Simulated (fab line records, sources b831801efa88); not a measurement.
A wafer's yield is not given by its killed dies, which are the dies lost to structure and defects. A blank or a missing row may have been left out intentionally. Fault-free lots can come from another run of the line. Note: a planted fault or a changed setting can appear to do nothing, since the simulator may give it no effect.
One fault through the eyes of 2 desks + flow gf180mcu + every desk sees just its own numbers, and what lay behind them comes last

## THE TOOL OWNER'S DESK: ilineStepper-01
The tool's own readings at GF_PSD_EXPOSE_04 (exposes mask Pplus, target cd 400 nm): means of the sampled wafers that have a number, for each lot that ran on this tool. Marked OUT: a lot whose mean sits more than 4 standard deviations from the usual mean, which makes it out of limits; the brackets give that distance.
Columns: A = exposureDoseMJCm2 at GF_PSD_EXPOSE_04, usual 139.98; B = focusOffsetNm at GF_PSD_EXPOSE_04, usual 0.2 nm; C = reticleTempC at GF_PSD_EXPOSE_04, usual 22.98 C
| lot  | first seen here | A      | B    | C     |
|------|-----------------|--------|------|-------|
| L962 | day 13 13:44    | 139.88 | 0.3  | 23.16 |
| L963 | day 14 04:07    | 140.05 | -0.4 | 22.97 |
| L964 | day 14 12:16    | 140.06 | 0.3  | 22.98 |
| L971 | day 16 18:33    | 140.18 | 0.0  | 23.10 |
| L973 | day 17 15:49    | 140.15 | -0.5 | 23.07 |
| L982 | day 20 13:09    | 139.81 | 0.6  | 23.01 |
Result from this desk: across the 6 lots, nothing is out of limits.

## THE METROLOGY DESK
Means of the sampled wafers that have a number, per lot and without regard to the tool the lot ran on: this is what the gauges read. Marked OUT: a lot whose mean sits more than 4 standard deviations from the usual mean, which makes it out of limits; the brackets give that distance.
Columns: A = HV_LDD_CVD_56_THK at GF_HV_LDD_THK_MEAS_57, usual 89.6 nm; B = cdNm at GF_NSD_CD_MEAS_07, usual 400.2 nm
| lot  | first seen here | A    | B     |
|------|-----------------|------|-------|
| L962 | day 12 07:14    | 90.1 | 402.6 |
| L963 | day 12 21:10    | 90.5 | 399.9 |
| L964 | day 13 04:44    | 89.2 | 398.3 |
| L965 | day 13 08:25    | 89.0 | 398.3 |
| L968 | day 14 06:53    | 89.5 | 396.2 |
| L971 | day 15 10:10    | 89.2 | 403.1 |
| L972 | day 15 21:29    | 90.1 | 395.8 |
| L973 | day 16 05:43    | 88.7 | 397.5 |
| L974 | day 16 12:54    | 89.5 | 402.2 |
| L975 | day 16 22:03    | 89.8 | 401.8 |
| L979 | day 18 06:22    | 89.2 | 402.2 |
| L980 | day 18 12:32    | 90.1 | 397.7 |
| L981 | day 18 23:28    | 89.0 | 400.5 |
| L982 | day 19 00:53    | 89.9 | 400.6 |
| L983 | day 19 11:25    | 89.4 | 398.6 |
Result from this desk: across the 15 lots, nothing is out of limits.

## PUT TOGETHER
The tool owner's desk saw nothing out of limits.
From the metrology desk's view, nothing was out of limits.

## WHAT THE SIMULATOR PUT IN
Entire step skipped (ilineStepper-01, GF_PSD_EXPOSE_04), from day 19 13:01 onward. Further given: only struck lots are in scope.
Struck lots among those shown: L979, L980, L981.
